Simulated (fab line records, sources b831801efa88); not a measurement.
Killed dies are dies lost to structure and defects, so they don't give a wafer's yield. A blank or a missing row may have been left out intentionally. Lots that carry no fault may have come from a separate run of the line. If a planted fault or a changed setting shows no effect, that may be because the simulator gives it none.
fab line records | flow sfqLine
record: lots: 13 | wafers: 39 | lastDay: 83
route steps=325 shown I4@164
lots that met no fault: taken from a fault-free run of the same line
startH: start of the lot's first displayed wafer, in hours after the record's first day | waitH: hours since the lot's step before | " repeats the value in the row above | L1.1+2: a row that stands for several wafers | - value missing, or start not given | * or withheld: withheld | < > ~ a bound
route shown NAME@n: names a module that has steps shown in the file, with the first one's number in the route | usual: average and standard deviation across the fault-free wafers | same: alike in all rows | chamber/n: place in a boat | sites: readings site by site | _std_site: their standard deviation | _edge_site: inner sites' mean taken away from outer sites' mean | radiusMm: how far each site lies from the wafer's centre | mask NAME#n: copy n | behind: the last tool/chamber to shape the wafer | hold: the reason the lot was held/the length of the hold in hours/how it ended | device: names the non-switching transistor (n, p or np) | end of line: the route-end tests of the same wafers | a step given without rows: its recipe and nothing more | killed: not the wafer's yield, but the dies lost to structure and defects at the first sort | map: shows each die of a wafer: x if killed, . if not, _ if none is there
set.NAME: the setting that was run; set.NAME@STEP: the one run at that earlier step | model.NAME: the simulator's own value behind a step, which no gauge read
the route's steps for a sample of lots (tables are steps, rows are wafers)
services: when a tool's chamber went out of use (startH, in hours from the record's first day, below 0 if earlier), for how many hours, and the reason
== steps ==
step: SFQ_TRILAYER_I4_CMP_CMP_100
recipe: material: SiO2 | downForcePsi: 3 | platenRpm: 60 | padVelocityMS: 0.94248
usual: motorCurrentA: 9.5/0.87 | timeToEndpointS: 214/9
lot.wafer | tool   | chamber | startH  | waitH | motorCurrentA | timeToEndpointS
L764.4    | cmp-02 | 1       | 1120.61 | 0.5   | 10.1          | 227
L764.1    | "      | 2       | "       | "     | 8.2           | 219
L764.6    | "      | 1       | 1122.61 | 2.5   | 9.8           | 228
L765.1    | cmp-02 | 2       | 1158.61 | 0.5   | 8.4           | 202
L765.5    | "      | 1       | 1160.11 | 2.0   | 9.9           | 208
L765.6    | "      | 2       | "       | "     | 8.3           | 211
L766.3    | cmp-01 | 2       | 1159.47 | 0.5   | 9.9           | 204
L766.2    | "      | 0       | 1160.47 | 1.5   | 9.1           | 208
L766.6    | "      | 1       | "       | "     | 8.4           | 220
L769.2    | cmp-02 | 0       | 1213.15 | 1.8   | 9.1           | 215
L769.1    | "      | 2       | 1214.15 | 2.8   | 8.4           | 218
L769.6    | "      | 1       | 1215.65 | 4.3   | 9.9           | 230
L771.4    | cmp-01 | 0       | 1229.85 | 0.5   | 9.5           | 212
L771.1    | "      | 2       | 1230.85 | 1.5   | 9.6           | 216
L771.5    | "      | 0       | 1231.85 | 2.5   | 9.3           | 221
L775.3    | cmp-02 | 0       | 1258.42 | 0.0   | 8.8           | 120
L775.1    | "      | 3       | 1259.92 | 1.5   | 10.0          | 207
L775.5    | "      | 0       | "       | "     | 8.7           | 126
L780.2    | cmp-01 | 3       | 1312.92 | 9.4   | 11.6          | 220
L780.1    | "      | 1       | 1313.92 | 10.4  | 8.1           | 195
L780.5    | "      | 3       | 1314.92 | 11.3  | 11.7          | 221
L782.1    | cmp-01 | 2       | 1361.92 | 28.4  | 9.5           | 209
L782.6    | "      | 3       | "       | "     | 11.1          | 226
L782.5    | "      | 0       | "       | "     | 9.6           | 216
L783.4    | cmp-01 | 1       | 1382.20 | 27.0  | 8.6           | 215
L783.1    | "      | 0       | 1383.70 | 28.6  | 9.6           | 205
L783.6    | "      | 2       | 1384.70 | 29.5  | 10.1          | 199
L784.1    | cmp-01 | 3       | 1388.20 | 29.5  | 10.2          | 220
L784.3    | "      | 2       | 1389.70 | 31.0  | 9.8           | 209
L784.5    | "      | 0       | 1390.70 | 31.9  | 9.4           | 219
L785.4    | cmp-02 | 2       | 1391.89 | 30.7  | 8.5           | 222
L785.3    | "      | 3       | "       | "     | 9.5           | 205
L785.5    | "      | 2       | 1393.89 | 32.7  | 8.1           | 221
L786.2    | cmp-02 | 3       | 1394.39 | 32.1  | 9.8           | 195
L786.4    | "      | 2       | 1395.89 | 33.5  | 7.9           | 217
L786.6    | "      | 0       | 1396.89 | 34.5  | 8.4           | 215
L787.3    | cmp-01 | 0       | 1400.20 | 34.7  | 9.5           | 202
L787.1    | "      | 1       | "       | "     | 8.8           | 204
L787.5    | "      | 1       | 1402.70 | 37.1  | 9.2           | 197
== services ==
tool   | chamber | startH  | hours | kind
cmp-02 | -       | 1172.41 | 0.5   | repair
cmp-01 | -       | 1185.82 | 1.2   | repair
cmp-02 | -       | 1247.41 | 0.8   | repair
cmp-01 | -       | 1260.42 | 4.0   | pm
cmp-01 | -       | 1264.42 | -     | consumableReplace:conditioner
cmp-01 | -       | 1264.42 | -     | consumableReplace:pad
cmp-02 | -       | 1266.13 | 1.9   | repair
cmp-02 | -       | 1271.10 | 0.8   | repair
cmp-01 | -       | 1288.96 | 1.9   | repair
cmp-01 | -       | 1300.49 | 0.3   | repair
cmp-02 | -       | 1338.12 | 0.6   | repair
cmp-02 | -       | 1347.77 | 7.1   | repair
cmp-02 | -       | 1352.29 | 3.1   | repair
cmp-01 | -       | 1372.42 | 3.8   | pm
== key ==
firstSign: step: SFQ_TRILAYER_I4_CMP_CMP_100 | reading: timeToEndpointS | direction: down | sigmas: 10 | usual: * | struck: *
effect none on later readings
metAt SFQ_TRILAYER_I4_CMP_CMP_100
struckLots L775
struckWafers L775.3,L775.5
onsetBetween 1213.15 1258.42
fault: kind: processParameterDrift | tool: cmp-02 | chamber: 0 | onsetH: 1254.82 | steps: SFQ_TRILAYER_I4_CMP_CMP_100 | channel: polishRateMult | offset: 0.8 | shape: step | endH: 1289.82
